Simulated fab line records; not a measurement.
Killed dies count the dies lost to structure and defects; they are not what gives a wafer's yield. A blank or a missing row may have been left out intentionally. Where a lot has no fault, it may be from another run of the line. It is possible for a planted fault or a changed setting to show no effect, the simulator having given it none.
Code-filled problem report in 8D (eight disciplines) form || flow sky130 || the parts of the form that need people (team, actions taken, sign-off) are left out

== 1. PROBLEM STATEMENT ==
Wafers free of any fault read 2.60 nm (standard deviation 0.054) for SONOS_ONO_OXIDATION_THK at SKY_SONOS_ONO_THK_MEAS_01, against a mean of 2.13 nm on 6 wafers of 2 lots. That puts it -8.8 standard deviations away from the usual mean.
The first sign was on wafer L682.1 at day 13 23:22, on film_metro-02. The record holds 33 wafers of 11 lots with a number at this step. Rule for "out" (also "out of limits"): further than 4 standard deviations from the usual mean. The other wafers with a number count as sound.

== 2. WHAT THIS IS AND IS NOT ==
{"question": "which readings at this step", "is": "SONOS_ONO_OXIDATION_THK", "is not": "-"}
{"question": "which lots", "is": "L682, L683", "is not": "L674, L676, L677, L678, L691, L694, L695, L696, L697"}
{"question": "which wafers of those lots", "is": "all that have a number", "is not": "-"}
{"question": "read on which gauges", "is": "film_metro-01, film_metro-02", "is not": "film_metro-03"}
{"question": "when", "is": "from day 13 23:22", "is not": "up to then (12 sound wafers); but 15 sound wafers of L691, L694, L695, L696, L697 came after"}

== 3. WHAT RULES OUT EACH SUSPECT ==
Counting: a tool at a process step up to the reading stays a suspect if it ran every lot that is out and no sound lot after the first of them.
- the gauge at SKY_SONOS_ONO_THK_MEAS_01 is ruled out. Those wafers that are out were read across 2 gauges (film_metro-01, film_metro-02).
- furnace-01 at SKY_SONOS_ONO_OXIDATION_00 (stabilise 600 s, purge 300 s, target thk 2.6 nm): ruled out as a lasting fault. The sound lots L696, L697 went through it after L682, its earliest lot that is out (day 13 22:01).
Left after counting: nothing in the record.

== 4. THE CAUSE (what the simulator had put in) ==
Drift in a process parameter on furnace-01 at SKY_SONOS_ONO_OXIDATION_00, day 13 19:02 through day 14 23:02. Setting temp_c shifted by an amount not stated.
The count ruled it out by mistake, since the rule takes a fault to strike every lot its tool runs from the start of the fault on, and this one did not do so.

== 5. SEQUENCE OF EFFECTS, ordered by route ==
Each row: a reading where the mean over the struck wafers with a number is more than 3 standard deviations away from the usual. Scope: only readings with a usual standard deviation given in the record; hours: median across lots of the time from each lot's start at the first step in this table that gives one to its start at this step; sigmas: change in usual standard deviations.
{"hours": 0, "step": "SKY_SONOS_ONO_OXIDATION_00", "reading": "spike_tc_centre_C", "usual": "799.4 C", "on struck wafers": 785.2, "change": -14.2, "sigmas": -7.5}
{"hours": 0, "step": "SKY_SONOS_ONO_OXIDATION_00", "reading": "spike_tc_lower_C", "usual": "799.4 C", "on struck wafers": 785.3, "change": -14.1, "sigmas": -11}
{"hours": 0, "step": "SKY_SONOS_ONO_OXIDATION_00", "reading": "spike_tc_top_C", "usual": "812.1 C", "on struck wafers": 802.1, "change": -10.0, "sigmas": -6.2}
{"hours": 0, "step": "SKY_SONOS_ONO_OXIDATION_00", "reading": "spike_tc_upper_C", "usual": "800.3 C", "on struck wafers": 787.8, "change": -12.5, "sigmas": -13}
{"hours": 0, "step": "SKY_SONOS_ONO_OXIDATION_00", "reading": "tube_center_temp_C", "usual": "800 C", "on struck wafers": 787, "change": -13, "sigmas": "-99 or more"}
{"hours": 0, "step": "SKY_SONOS_ONO_OXIDATION_00", "reading": "tube_center_temp_C_max", "usual": 802.1, "on struck wafers": 789.2, "change": -12.9, "sigmas": -39}
{"hours": 1, "step": "SKY_SONOS_ONO_THK_MEAS_01", "reading": "SONOS_ONO_OXIDATION_THK", "usual": "2.60 nm", "on struck wafers": 2.13, "change": -0.47, "sigmas": -8.8}
The process steps in it:
- SKY_SONOS_ONO_OXIDATION_00: stabilise 600 s, purge 300 s, target thk 2.6 nm.
Later steps that measure or inspect, where all struck wafers having a row at the step show a number for every such reading and not one has moved that far: SKY_LDD_LDN_TW_MEAS_13.

== 6. HOW IT WOULD HAVE BEEN CAUGHT EARLIER ==
4 hours passed between the start of the fault at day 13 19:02 and the first reading out of limits at a measuring or inspecting step in this record, taken at day 13 23:22.
Tool's own readings at SKY_SONOS_ONO_OXIDATION_00, spike_tc_centre_C, spike_tc_lower_C, spike_tc_top_C, spike_tc_upper_C, tube_center_temp_C, tube_center_temp_C_max: out on all struck wafers the step has rows for; an alarm limit on them would have tripped on the first.
